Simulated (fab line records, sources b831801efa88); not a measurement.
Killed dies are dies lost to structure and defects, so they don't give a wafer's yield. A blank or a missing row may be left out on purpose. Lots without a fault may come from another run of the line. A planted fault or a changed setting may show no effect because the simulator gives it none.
Chamber matching | flow sky130 | SKY_VIA3_ETCH_14 on rie_diel-02: 4 sister chambers
The step etches BARC in N2/H2, stops on SiO2, time 45.9 s, target depth 60 nm. 4 wafers are shown with their chamber, then 10 later ones without.

WAFERS WITH THEIR CHAMBER
wafer  | chamber | drypump_motor_current_A (A)
L084.4 | 0       | 5.7
L084.5 | 2       | 6.0
L088.2 | 3       | 5.9
L088.3 | 1       | 6.3

WAFERS WITHOUT THEIR CHAMBER
wafer  | drypump_motor_current_A (A)
L088.5 | 5.9
L089.2 | 5.9
L089.4 | 6.0
L089.6 | 6.0
L091.2 | 6.0
L091.4 | 5.7
L091.6 | 5.9
L092.2 | 6.3
L092.4 | 5.8
L092.6 | 6.3

WHICH CHAMBER EACH WENT THROUGH
wafer  | from the rows above     | in truth
L088.5 | 3                       | 3
L089.2 | 3                       | 3
L089.4 | 2                       | 2
L089.6 | 2                       | 2
L091.2 | 2                       | 2
L091.4 | 0                       | 0
L091.6 | 3                       | 3
L092.2 | 1                       | 1
L092.4 | can't be placed: 0 or 3 | 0
L092.6 | 1                       | 1
Placed correctly: 9 of 10. Can't be placed from these rows: 1 (the true chamber is among the candidates in 1). Placed wrongly: 0.
How it was worked out, from the rows above alone: a wafer's distance from a chamber is the root of the sum, over the readings, of the square of ((its reading less the chamber's mean) divided by the reading's scatter). The wafer belongs to the nearest chamber; if the next one is less than 2 further off, it can't be placed. A chamber's mean is the mean of its shown wafers. The scatter: with one shown wafer a chamber, the root of the mean of the squares of how far each hidden wafer lies from its nearest shown one.
